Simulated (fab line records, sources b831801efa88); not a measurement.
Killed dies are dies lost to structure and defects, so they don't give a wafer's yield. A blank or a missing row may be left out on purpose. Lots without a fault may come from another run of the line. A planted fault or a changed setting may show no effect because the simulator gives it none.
Which tool did it? | flow sky130 | 12 lots, 36 wafers sampled, at 3 steps of a route of 708

WHAT THE GAUGES READ, wafer by wafer
SKY_METAL4_CD_MEAS_13: target cd 300 nm.
lot  | measured     | on        | cd_nm (nm)
L672 | day 41 21:11 | cd_sem-01 | 298.8 300.3 299.4
L679 | day 43 17:51 | cd_sem-01 | 299.9 298.7 299.9
L680 | day 44 03:34 | cd_sem-02 | 300.0 300.4 301.2
L681 | day 44 11:14 | cd_sem-02 | 300.7 299.8 300.8
L682 | day 44 22:52 | cd_sem-02 | 300.2 299.0 298.5
L687 | day 46 09:20 | cd_sem-01 | 299.9 299.2 299.2
L683 | day 46 12:47 | cd_sem-02 | 299.8 299.6 299.2
L686 | day 46 19:40 | cd_sem-01 | 299.3 299.3 299.2
L688 | day 46 21:42 | cd_sem-01 | 302.1 301.1 301.3
L692 | day 47 06:17 | cd_sem-02 | 299.9 299.9 300.9
L693 | day 47 15:53 | cd_sem-02 | 301.7 301.0 301.8
L694 | day 47 22:06 | cd_sem-01 | 301.3 301.2 300.6

WHICH TOOL RAN EACH LOT (tool, then ch and the chambers of the sampled wafers, then the start)
lot  | SKY_METAL3_STRIP_20             | SKY_CAP2M_SPUTTER_02
L672 | wet_bench-04 ch 0, day 38 15:23 | pvd_sputter-02, day 39 20:18
L679 | wet_bench-02 ch 0, day 40 18:22 | pvd_sputter-02, day 41 20:58
L680 | wet_bench-02 ch 3, day 41 02:55 | pvd_sputter-04, day 42 05:19
L681 | wet_bench-02 ch 0, day 41 11:52 | pvd_sputter-04, day 42 14:43
L682 | wet_bench-03 ch 0, day 42 00:01 | pvd_sputter-02, day 43 01:32
L687 | wet_bench-03 ch 2, day 43 14:08 | pvd_sputter-02, day 44 15:00
L683 | wet_bench-04 ch 1, day 43 18:01 | pvd_sputter-04, day 44 19:14
L686 | wet_bench-03 ch 0, day 44 01:16 | pvd_sputter-02, day 45 02:10
L688 | wet_bench-03 ch 3, day 44 03:07 | pvd_sputter-01, day 45 03:21
L692 | wet_bench-03 ch 1, day 44 13:37 | pvd_sputter-04, day 45 13:44
L693 | wet_bench-03 ch 3, day 44 23:52 | pvd_sputter-02, day 46 00:04
L694 | wet_bench-04 ch 2, day 45 04:34 | pvd_sputter-04, day 46 04:26
- SKY_METAL3_STRIP_20: strips in post etch residue remover, time 1200 s.
- SKY_CAP2M_SPUTTER_02: material TiN, target thk 200 nm, time 166.7 s.

WHAT THE TOOLS THEMSELVES READ (means of the sampled wafers that have a number; where no wafer has one, the mark that the record gives instead)
SKY_CAP2M_SPUTTER_02.
lot  | tool           | throttle_valve_pct (%)
L672 | pvd_sputter-02 | 29.6
L679 | pvd_sputter-02 | 29.6
L680 | pvd_sputter-04 | 29.8
L681 | pvd_sputter-04 | 30.4
L682 | pvd_sputter-02 | 29.7
L687 | pvd_sputter-02 | 29.5
L683 | pvd_sputter-04 | 29.9
L686 | pvd_sputter-02 | 30.3
L688 | pvd_sputter-01 | 29.9
L692 | pvd_sputter-04 | 30.0
L693 | pvd_sputter-02 | 29.4
L694 | pvd_sputter-04 | 29.9

THE ANSWER, worked out from the rows above alone
Rule: what is usual is taken from the lots themselves. Put in order of their means at a reading, lots are off if they are a third of the lots or fewer, leave a main group of 4 or more, and stand apart from it by a gap of 3 or more times the standard deviation of the main group's means; of several such gaps the widest counts. A main group whose means are all the same, to the digits that the tables above print for the reading, isn't used. A lot without any number at a reading at which 4 lots or more have one is off too. The other lots that the step has rows for count as sound. The gauges are gone through in route order, then the tools' own readings, and for those a lot's mean is taken as printed above. The first step at which some lot is off is used, and at that step the reading that is off furthest; a lot without a number counts as furthest.
No lot is off at any reading shown: from this, nothing can be told.

WHAT THE SIMULATOR HAD PUT IN
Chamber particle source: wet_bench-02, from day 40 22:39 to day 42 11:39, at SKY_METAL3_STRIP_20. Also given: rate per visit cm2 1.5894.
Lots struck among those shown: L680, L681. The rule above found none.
